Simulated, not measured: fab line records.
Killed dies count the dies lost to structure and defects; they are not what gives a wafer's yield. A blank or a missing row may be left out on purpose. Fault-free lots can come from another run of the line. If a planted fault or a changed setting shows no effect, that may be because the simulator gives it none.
Comparing a struck lot with a sound one + flow sfq-line + 41 out of 325 route steps
Sound: these wafers, L784.1, L784.4, L784.6. The struck wafers were L802.4, L802.5, L802.6. At the end, the cause is stated.
Order at every step that has rows: each side's tool, ch and its chambers, its first start. Under that, the readings that differ: sound wafers + struck wafers + difference of the means + sigmas: that difference in standard deviations of wafers without a fault.
alike: readings with means less than 2 such deviations apart, plus words and numbers identical on both sides. not compared: withheld readings, readings lacking a value on some wafer, bounds such as >300 that could conceal the same value, and numbers that have no deviation in the record and whose values overlap.
The two part at a step that has a row with sigmas, a row that says differs or no value, or rows on one side only. Non-overlapping numbers with no deviation appear without sigmas and do not part them. Lack of a reading on every wafer of one side parts them only where that side has two or more wafers.

first, 6 steps without rows for these wafers: SFQ_TRILAYER_I0_VIA_LITHO_COAT_036 (resist thk 62 nm); SFQ_TRILAYER_I0_VIA_LITHO_COAT_031 (resist thk 650 nm); SFQ_TRILAYER_I0_VIA_LITHO_SOFTBAKE_035; SFQ_TRILAYER_I0_VIA_LITHO_EXPOSE_032 (exposes mask I0, target cd 500 nm); SFQ_TRILAYER_I0_VIA_LITHO_PEB_034 (peb time 60 s); SFQ_TRILAYER_I0_VIA_LITHO_DEVELOP_033 (time 60 s).
SFQ_I0_OVL_MEAS_908:
  sound on overlay-01, day 10 05:24; struck on overlay-01, day 15 15:37
| reading     | sound | struck    | difference | sigmas |
|-------------|-------|-----------|------------|--------|
| I0_OVL (nm) | 5 0 2 | -16 -4 -9 | -12        | -2     |
then, 5 steps without rows for these wafers: SFQ_TRILAYER_I0_VIA_BARC_OPEN_VIA_ETCH_046 (etches BARC in O2, target depth 125 nm, time 41.7 s); SFQ_TRILAYER_I0_VIA_ETCH_VIA_ETCH_034 (etches SiO2 in CHF3, stops on Nb, target depth 260 nm); SFQ_TRILAYER_I0_VIA_STRIP_STRIP_035 (strips in O2); SFQ_TRILAYER_I0_VIA_STRIP_SOLV_CLEAN_036 (cleans in NMP, time 600 s); SFQ_TRILAYER_M1_DEP_PRE_CLEAN_038 (time 22.5 s).
SFQ_TRILAYER_M1_DEP_SPUTTER_037: material Nb, target thk 200 nm, time 133.3 s.
  sound on pvd-sputter-06, day 10 06:23; struck on pvd-sputter-06, day 15 16:36
| reading                                             | sound                | struck               | difference | sigmas      |
|-----------------------------------------------------|----------------------|----------------------|------------|-------------|
| cathode-dc-power-W (W)                              | 2000.2 1999.8 2000.4 | 2403.7 2403.9 2403.5 | +403.6     | +99 or more |
| model.Nb_of_TRILAYER_M1_DEP_SPUTTER_037.thk-nm (nm) | 196 195.3 203.5      | 237.8 241 245.4      | +43.1      |             |
  alike: chamber-pressure-pa, throttle-valve-pct
SFQ_M1_RS_MEAS_909: a four-point-probe measurement.
  sound on film-metro-02, day 10 06:29; struck on film-metro-01, day 15 17:02
| reading           | sound             | struck            | difference | sigmas |
|-------------------|-------------------|-------------------|------------|--------|
| M1_NB_RS (ohm/sq) | 0.910 0.913 0.875 | 0.748 0.737 0.724 | -0.163     | -14    |
  not compared: hold
then, 5 steps without rows for these wafers: SFQ_TRILAYER_M1_LITHO_COAT_039 (resist thk 600 nm); SFQ_TRILAYER_M1_LITHO_SOFTBAKE_043; SFQ_TRILAYER_M1_LITHO_EXPOSE_040 (exposes mask M1, target cd 500 nm); SFQ_TRILAYER_M1_LITHO_PEB_042 (peb time 60 s); SFQ_TRILAYER_M1_LITHO_DEVELOP_041 (time 60 s).
-- the record jumps here: 3 days lie between the struck wafers' starts before and after --
SFQ_M1_OVL_MEAS_911:
  sound on overlay-02, day 13 01:13; struck on overlay-01, day 18 10:22
  alike: M1_OVL
SFQ_TRILAYER_M1_BARC_OPEN_METAL_ETCH_054: etches BARC in O2, target depth 125 nm, time 41.7 s.
  sound on rie-metal-03 ch 0,1, day 13 01:14; struck on rie-metal-02 ch 0,1, day 18 10:25
  alike: drypump-motor-current-A, oes-product-au
  not compared: rf-hours-counter-h
SFQ_TRILAYER_M1_ETCH_METAL_ETCH_042: etches Nb in Cl2/Ar, stops on SiO2, target depth 240 nm, time 120 s.
  sound on rie-metal-03 ch 0,1, day 13 01:18; struck on rie-metal-02 ch 0,1, day 18 10:29
| reading               | sound             | struck            | difference | sigmas |
|-----------------------|-------------------|-------------------|------------|--------|
| oes-product-au (a.u.) | 0.889 0.887 0.902 | 0.987 0.992 0.992 | +0.098     | +13    |
  alike: drypump-motor-current-A
  not compared: rf-hours-counter-h
SFQ_TRILAYER_M1_STRIP_STRIP_043: strips in O2.
  sound on rie-metal-03 ch 0,1, day 13 01:26; struck on rie-metal-02 ch 0,1, day 18 10:47
  alike: drypump-motor-current-A, oes-product-au
  not compared: rf-hours-counter-h
then, 2 steps without rows for these wafers: SFQ_TRILAYER_M1_STRIP_SOLV_CLEAN_044 (cleans in NMP, time 600 s); SFQ_TRILAYER_I1_DEP_PECVD_045 (deposits SiO2 from SiH4/N2O, time 111.11 s, target thk 500 nm).
SFQ_TRILAYER_I1_CMP_CMP_046: polishes SiO2.
  sound on cmp-02 ch 1,2,3, day 13 10:54; struck on cmp-01 ch 1,2,3, day 18 12:26
  alike: motor-current-A, time-to-endpoint-s
SFQ_I1_BOW_MEAS_912:
  sound on film-metro-04, day 13 13:04; struck on film-metro-03, day 18 14:29
  alike: I1_BOW
then, 7 steps without rows for these wafers: SFQ_TRILAYER_I1_METRO_MEASURE_047; SFQ_TRILAYER_I1_VIA_LITHO_COAT_054 (resist thk 62 nm); SFQ_TRILAYER_I1_VIA_LITHO_COAT_049 (resist thk 650 nm); SFQ_TRILAYER_I1_VIA_LITHO_SOFTBAKE_053; SFQ_TRILAYER_I1_VIA_LITHO_EXPOSE_050 (exposes mask I1, target cd 500 nm); SFQ_TRILAYER_I1_VIA_LITHO_PEB_052 (peb time 60 s); SFQ_TRILAYER_I1_VIA_LITHO_DEVELOP_051 (time 60 s).
-- the record jumps here: 5 days lie between the struck wafers' starts before and after --
SFQ_I1_OVL_MEAS_913:
  sound on overlay-01, day 17 15:44; struck on overlay-01, day 23 19:43
  alike: I1_OVL
SFQ_TRILAYER_I1_VIA_BARC_OPEN_VIA_ETCH_071: etches BARC in O2, target depth 125 nm, time 41.7 s.
  sound on rie-diel-01 ch 0,1,2, day 17 15:46; struck on rie-diel-03 ch 0,1,3, day 23 19:44
  alike: drypump-motor-current-A, oes-product-au
  not compared: rf-hours-counter-h
then, 1 step without rows for these wafers: SFQ_TRILAYER_I1_VIA_ETCH_VIA_ETCH_052 (etches SiO2 in CHF3, stops on Nb, target depth 260 nm).
SFQ_TRILAYER_I1_VIA_STRIP_STRIP_053: strips in O2.
  sound on rie-metal-04 ch 0,1, day 17 15:55; struck on rie-metal-03 ch 0,1, day 23 20:05
  alike: drypump-motor-current-A, oes-product-au
  not compared: rf-hours-counter-h
then, 2 steps without rows for these wafers: SFQ_TRILAYER_I1_VIA_STRIP_SOLV_CLEAN_054 (cleans in NMP, time 600 s); SFQ_TRILAYER_M2_DEP_PRE_CLEAN_056 (time 22.5 s).
-- the record jumps here: 53 days lie between the struck wafers' starts before and after --
SFQ_M8_BOW_MEAS_951:
  sound on film-metro-01, day 70 03:49; struck on film-metro-01, day 76 20:12
| reading               | sound                | struck             | difference | sigmas |
|-----------------------|----------------------|--------------------|------------|--------|
| model.etest.m1.ohm-sq | 0.9075 0.9109 0.8739 | 0.748 0.7381 0.725 | -0.160     |        |
  alike: M8_BOW
  not compared: model.etest.m1.comb-log10-ohm, model.etest.m1.ohm-um, model.etest.i0.link-ohm, model.etest.i1.link-ohm

WHERE THEY PART
Earliest at SFQ_I0_OVL_MEAS_908; latest, in this record, at SFQ_TRILAYER_M1_ETCH_METAL_ETCH_042. Later steps at which nothing parts them and some readings are alike: SFQ_TRILAYER_M1_STRIP_STRIP_043, SFQ_TRILAYER_I1_CMP_CMP_046, SFQ_I1_BOW_MEAS_912, SFQ_I1_OVL_MEAS_913, SFQ_TRILAYER_I1_VIA_BARC_OPEN_VIA_ETCH_071, SFQ_TRILAYER_I1_VIA_STRIP_STRIP_053, SFQ_M8_BOW_MEAS_951.

WHY: the cause the simulator had injected
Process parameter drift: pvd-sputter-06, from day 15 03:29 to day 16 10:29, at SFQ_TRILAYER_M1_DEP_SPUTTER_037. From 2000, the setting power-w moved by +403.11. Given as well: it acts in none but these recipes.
